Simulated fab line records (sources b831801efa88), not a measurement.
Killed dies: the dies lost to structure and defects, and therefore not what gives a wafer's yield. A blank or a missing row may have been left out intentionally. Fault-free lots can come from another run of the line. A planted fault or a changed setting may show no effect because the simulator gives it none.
fab line records    flow sky130
[record] lots = 14  wafers = 42  last-day = 50
route steps=708 shown METAL2@500 VIA2@518
lots untouched by any fault: they come from a run of this same line in which no faults occurred
start-h: the number of hours between the record's first day and the start of the first shown wafer of the lot    wait-h: how many hours have passed since the lot's step before this one    " as in the row above    L1.1+2: a single row standing in for several wafers    - either no value or no given start    * or withheld: withheld    < > ~ a bound
route shown NAME@n: names a module that has steps shown in the file, with the first one's number in the route    usual: mean/standard deviation taken from wafers without a fault    same: alike in all rows    chamber/n: place in a boat    sites: the reading at each site    _std_site: the values' standard deviation    _edge_site: outer sites' mean less inner sites'    radius-mm: for every site, how far away it sits from the centre of the wafer    mask NAME#n: copy n    behind: the last tool/chamber to shape the wafer    hold: what put the lot on hold/how long, in hours/how the hold closed    device: names the non-switching transistor (n, p or np)    end of line: tests of these same wafers at the route's end    step lacking rows: just its recipe    killed: count of dies lost to structure and defects at first sort (not the wafer's yield)    map: a wafer's dies, marking killed ones x, the rest . and places with no die _
set.NAME: the run value of the setting; set.NAME@STEP: its run value at that earlier step    model.NAME: the simulator's own value behind a step, which no gauge read
steps of the route over a sample of lots; a table a step, a row a wafer
services: from which hour (start-h, from the record's first day; less than 0 if before it) a tool's chamber was out of use, for how many hours, and why
[[steps]]
[step SKY_METAL2_DESCUM_17]
[recipe] chemistry = O2  source-power-w = 150  bias-power-w = 0  pressure-mtorr = 10  temp-c = 40  time-s = 8
[usual] drypump-motor-current-A = 5.97/0.3  oes-product-au = 1.003/0.012  temp-c = 40.01/0.11
lot.wafer  tool          chamber  start-h  wait-h  drypump-motor-current-A  oes-product-au  rf-hours-counter-h  temp-c
L891.1     rie-metal-03  1        805.18   0.0     5.63                     1.011           4                   40.19
L891.2     "             0        "        "       6.15                     1.016           0                   39.93
L891.4     "             0        "        "       6.14                     1.022           -                   40.00
L892.3     rie-metal-01  0        818.71   0.0     6.39                     1.015           -                   39.97
L892.5     "             1        "        "       5.74                     0.997           -                   39.90
L892.6     "             0        "        "       6.38                     1.009           -                   39.91
L893.1     rie-metal-03  1        830.34   0.0     5.62                     0.997           5                   40.17
L893.2     "             0        "        "       6.19                     1.027           1                   40.01
L893.5     "             0        "        "       6.21                     1.028           -                   40.09
L894.2     rie-metal-02  0        833.44   0.0     6.27                     1.001           7                   39.99
L894.3     "             1        "        "       5.68                     0.999           -                   39.94
L894.6     "             0        "        "       6.19                     0.996           -                   40.11
L895.3     rie-metal-03  0        850.71   0.0     6.21                     1.028           -                   40.08
L895.5     "             1        "        "       5.61                     1.001           -                   40.00
L895.6     "             0        "        "       6.17                     1.026           -                   40.01
L897.2     rie-metal-03  0        862.65   0.0     6.21                     1.007           2                   39.86
L897.4     "             1        "        "       5.62                     1.001           -                   39.89
L897.6     "             0        "        "       6.23                     1.023           -                   39.93
L898.3     rie-metal-03  0        869.28   0.0     6.23                     1.025           -                   39.85
L898.4     "             1        "        "       5.61                     1.001           -                   40.18
L898.5     "             0        "        "       6.20                     1.022           -                   39.84
L899.1     rie-metal-02  0        876.60   0.0     6.22                     1.000           9                   39.93
L899.3     "             0        "        "       6.16                     1.002           -                   39.86
L899.5     "             1        "        "       5.69                     0.998           -                   40.03
L903.2     rie-metal-03  0        919.95   0.0     6.19                     1.015           5                   39.93
L903.4     "             1        "        "       5.62                     1.008           -                   39.99
L903.6     "             1        "        "       5.61                     1.014           -                   40.03
L904.1     rie-metal-01  1        936.00   0.0     5.73                     0.984           15                  39.94
L904.2     "             0        "        "       6.41                     0.997           11                  40.17
L904.3     "             1        "        "       5.78                     0.987           -                   40.00
L906.3     rie-metal-02  1        952.20   0.0     5.69                     1.007           -                   39.87
L906.5     "             1        "        "       5.69                     1.000           -                   39.87
L906.6     "             0        "        "       6.24                     0.998           -                   39.90
L907.1     rie-metal-03  0        952.54   0.0     6.22                     1.020           6                   40.03
L907.4     "             1        "        "       5.63                     0.996           -                   40.08
L907.5     "             0        "        "       6.19                     1.030           -                   39.92
L913.1     rie-metal-01  0        987.49   0.0     6.39                     1.003           13                  40.02
L913.3     "             0        "        "       6.37                     0.995           -                   40.11
L913.4     "             0        "        "       6.38                     1.008           -                   39.90
L914.1     rie-metal-02  1        999.75   0.0     5.68                     0.997           10                  39.99
L914.2     "             0        "        "       6.22                     0.995           16                  40.05
L914.5     "             1        "        "       5.70                     0.987           -                   40.13
[step SKY_VIA2_DEVELOP_11]
[recipe] develop-time-s = 60  resist = KrF-thick  dev-temp-c = 21
[usual] chill-plate-temp-C = 22.98/0.089  develop-time-s = 60/0
lot.wafer  tool            chamber  start-h  wait-h  chill-plate-temp-C  develop-time-s
L891.1     litho-track-01  0        832      -       22.91               60
L891.2     "               0        "        "       23.02               60
L891.4     "               0        "        "       23.08               60
L892.3     litho-track-02  0        846      -       23.14               60
L892.5     "               0        "        "       22.93               60
L892.6     "               0        "        "       22.95               60
L893.1     litho-track-02  0        858      -       23.09               60
L893.2     "               0        "        "       22.86               60
L893.5     "               0        "        "       22.95               60
L894.2     litho-track-02  0        860      -       23.03               60
L894.3     "               0        "        "       22.98               60
L894.6     "               0        "        "       23.03               60
L895.3     litho-track-02  0        878      -       22.98               60
L895.5     "               0        "        "       22.91               60
L895.6     "               0        "        "       22.94               60
L897.2     litho-track-02  0        889      -       22.98               60
L897.4     "               0        "        "       22.88               60
L897.6     "               0        "        "       22.89               60
L898.3     litho-track-02  0        895      -       22.99               60
L898.4     "               0        "        "       22.94               60
L898.5     "               0        "        "       22.86               60
L899.1     litho-track-04  0        903      -       22.86               60
L899.3     "               0        "        "       23.00               60
L899.5     "               0        "        "       23.16               60
L903.2     litho-track-02  -        946      -       -                   -
L903.4     "               -        "        "       -                   -
L903.6     "               -        "        "       -                   -
L904.1     litho-track-01  -        961      -       -                   -
L904.2     "               -        "        "       -                   -
L904.3     "               -        "        "       -                   -
L906.3     litho-track-02  0        976      -       22.97               60
L906.5     "               0        "        "       23.03               60
L906.6     "               0        "        "       22.94               60
L907.1     litho-track-04  0        977      -       22.96               60
L907.4     "               0        "        "       22.99               60
L907.5     "               0        "        "       23.09               60
L913.1     litho-track-04  0        1011     -       22.85               60
L913.3     "               0        "        "       22.91               60
L913.4     "               0        "        "       22.94               60
L914.1     litho-track-02  0        1023     -       23.07               60
L914.2     "               0        "        "       23.02               60
L914.5     "               0        "        "       22.98               60
[step SKY_VIA2_SPUTTER_20]
[recipe] material = TiN  target-thk-nm = 20  chamber-pressure-pa = 5  power-w = 4000  time-s = 80
[usual] throttle-valve-pct = 29.8/1
lot.wafer  tool            chamber  start-h  wait-h  throttle-valve-pct
L891.1     pvd-sputter-04  -        833.70   0.0     31.0
L891.2     "               -        "        "       28.7
L891.4     "               -        "        "       31.0
L892.3     pvd-sputter-04  -        847.38   0.0     28.1
L892.5     "               -        "        "       30.0
L892.6     "               -        "        "       31.1
L893.1     pvd-sputter-02  -        859.12   0.0     29.9
L893.2     "               -        "        "       31.1
L893.5     "               -        "        "       31.2
L894.2     pvd-sputter-02  -        861.60   0.0     29.1
L894.3     "               -        "        "       31.2
L894.6     "               -        "        "       29.9
L895.3     pvd-sputter-03  -        879.39   0.0     28.9
L895.5     "               -        "        "       28.6
L895.6     "               -        "        "       29.0
L897.2     pvd-sputter-03  -        890.54   0.0     29.1
L897.4     "               -        "        "       30.2
L897.6     "               -        "        "       29.2
L898.3     pvd-sputter-02  -        896.67   0.0     31.2
L898.4     "               -        "        "       31.1
L898.5     "               -        "        "       31.5
L899.1     pvd-sputter-03  -        904.70   0.0     30.2
L899.3     "               -        "        "       30.3
L899.5     "               -        "        "       28.4
L903.2     pvd-sputter-04  -        947.24   0.0     30.9
L903.4     "               -        "        "       28.6
L903.6     "               -        "        "       28.3
L904.1     pvd-sputter-03  -        962.63   0.0     30.6
L904.2     "               -        "        "       28.7
L904.3     "               -        "        "       28.8
L906.3     pvd-sputter-04  -        977.09   0.0     28.1
L906.5     "               -        "        "       28.7
L906.6     "               -        "        "       28.4
L907.1     pvd-sputter-04  -        978.25   0.0     30.1
L907.4     "               -        "        "       30.9
L907.5     "               -        "        "       28.9
L913.1     pvd-sputter-04  -        1012.64  0.0     30.2
L913.3     "               -        "        "       29.0
L913.4     "               -        "        "       29.2
L914.1     pvd-sputter-03  -        1024.74  0.0     30.1
L914.2     "               -        "        "       28.6
L914.5     "               -        "        "       28.8
[[services]]
tool            chamber  start-h  hours  kind
rie-metal-03    0        781.50   -      clean
rie-metal-03    0        781.50   17.8   scheduled-down
rie-metal-03    0        781.50   17.8   vent-cycle
rie-metal-02    1        802.44   -      clean
rie-metal-02    1        802.44   16.8   scheduled-down
rie-metal-02    1        802.44   16.8   vent-cycle
rie-metal-03    -        812.61   0.6    repair
pvd-sputter-02  -        827.26   11.6   repair
pvd-sputter-02  -        840.67   1.2    repair
rie-metal-02    0        847.39   5.1    repair
pvd-sputter-02  -        868.18   2.4    repair
pvd-sputter-02  -        880.20   4.8    repair
pvd-sputter-04  -        890.21   0.9    repair
pvd-sputter-04  -        890.26   5.2    repair
pvd-sputter-04  -        894.11   5.4    repair
pvd-sputter-02  -        931.67   1.4    repair
rie-metal-01    -        943.71   0.4    repair
rie-metal-03    -        955.18   0.6    repair
pvd-sputter-04  -        971.67   4.9    repair
rie-metal-01    1        984.98   6.7    repair
pvd-sputter-03  -        989.26   21.2   repair
rie-metal-03    -        1013.69  1.4    pm
rie-metal-02    -        1023.06  3.7    repair
[[key]]
[first-sign] step = SKY_VIA2_DEVELOP_11  reading = tool-record  direction = missing
effect none on later readings
met-at SKY_VIA2_DEVELOP_11
struck-lots L903,L904
later-rows-left-out L903.2,L903.4,L903.6,L904.1,L904.2,L904.3
sort-left-out L903.2,L903.4,L903.6,L904.1,L904.2,L904.3
not-acting-at SKY_METAL2_DESCUM_17,SKY_VIA2_SPUTTER_20
onset-between 895 946
[fault] kind = skipped-step-whole  tool = litho-track-01,litho-track-02  chamber = -  onset-h = 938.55  steps = SKY_VIA2_DEVELOP_11  scope = struck-lots-only
// sort-left-out: the simulated sort isn't trusted on such a fault, so these wafers' sort isn't shown, and their yield isn't known
// later-rows-left-out: the simulator's readings of these wafers behind a module that went badly wrong aren't trusted and aren't shown, but for the sort
